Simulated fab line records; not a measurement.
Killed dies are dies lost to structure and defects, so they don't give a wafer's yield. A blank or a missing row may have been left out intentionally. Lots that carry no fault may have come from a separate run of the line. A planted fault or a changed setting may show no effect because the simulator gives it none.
One fault through the eyes of 2 desks + flow gf180mcu + every desk sees just its own numbers, and what lay behind them comes last

THE METROLOGY DESK
Means of the sampled wafers that have a number, per lot and without regard to the tool the lot ran on: this is what the gauges read. The brackets show how far a lot's mean lies from the usual mean; more than 4 standard deviations puts the lot out of limits, marked OUT.
Columns: A = V5_BOW at GF_V5_BOW_MEAS_05, usual 134 um; B = PASSIVATION_BOW at GF_PASSIVATION_BOW_MEAS_14, usual 136 um
| lot  | first seen here | A   | B   |
|------|-----------------|-----|-----|
| L841 | day 26 10:26    | 135 | 133 |
| L843 | day 27 01:56    | 136 | 138 |
| L844 | day 27 13:10    | 142 | 151 |
| L845 | day 27 19:14    | 141 | 140 |
| L846 | day 28 03:11    | 117 | 113 |
| L847 | day 28 12:07    | 129 | 133 |
| L848 | day 28 19:32    | 139 | 140 |
| L849 | day 29 02:49    | 139 | 136 |
| L854 | day 30 13:32    | 130 | 126 |
| L856 | day 31 02:47    | 127 | 123 |
| L857 | day 31 07:15    | 136 | 142 |
| L858 | day 31 11:20    | 129 | 133 |
| L862 | day 32 10:35    | 136 | 147 |
This desk's finding: nothing out of limits on any of the 13 lots.

DESK OF THE TOOL OWNER: pecvd-03
The tool's own readings at GF_V1_CVD_02 (deposits SiO2 from TEOS, target thk 850 nm, time 94.851 s): means of the sampled wafers that have a number, for each lot that ran on this tool. The brackets show how far a lot's mean lies from the usual mean; more than 4 standard deviations puts the lot out of limits, marked OUT.
Columns: A = heater power outer w at GF_V1_CVD_02, usual 360 W; B = heater power w at GF_V1_CVD_02, usual 626 W; C = susceptor temp C at GF_V1_CVD_02, usual 399.99 C
| lot  | first seen here | A   | B   | C      |
|------|-----------------|-----|-----|--------|
| L844 | day 18 11:14    | 332 | 586 | 400.05 |
| L854 | day 22 05:37    | 380 | 615 | 399.75 |
| L856 | day 22 21:31    | 368 | 635 | 400.06 |
This desk's finding: nothing out of limits on any of the 3 lots.

TAKEN TOGETHER
At the metrology desk, nothing out of limits was observed.
Nothing out of limits was seen by the tool owner's desk.

WHAT THE SIMULATOR PUT IN
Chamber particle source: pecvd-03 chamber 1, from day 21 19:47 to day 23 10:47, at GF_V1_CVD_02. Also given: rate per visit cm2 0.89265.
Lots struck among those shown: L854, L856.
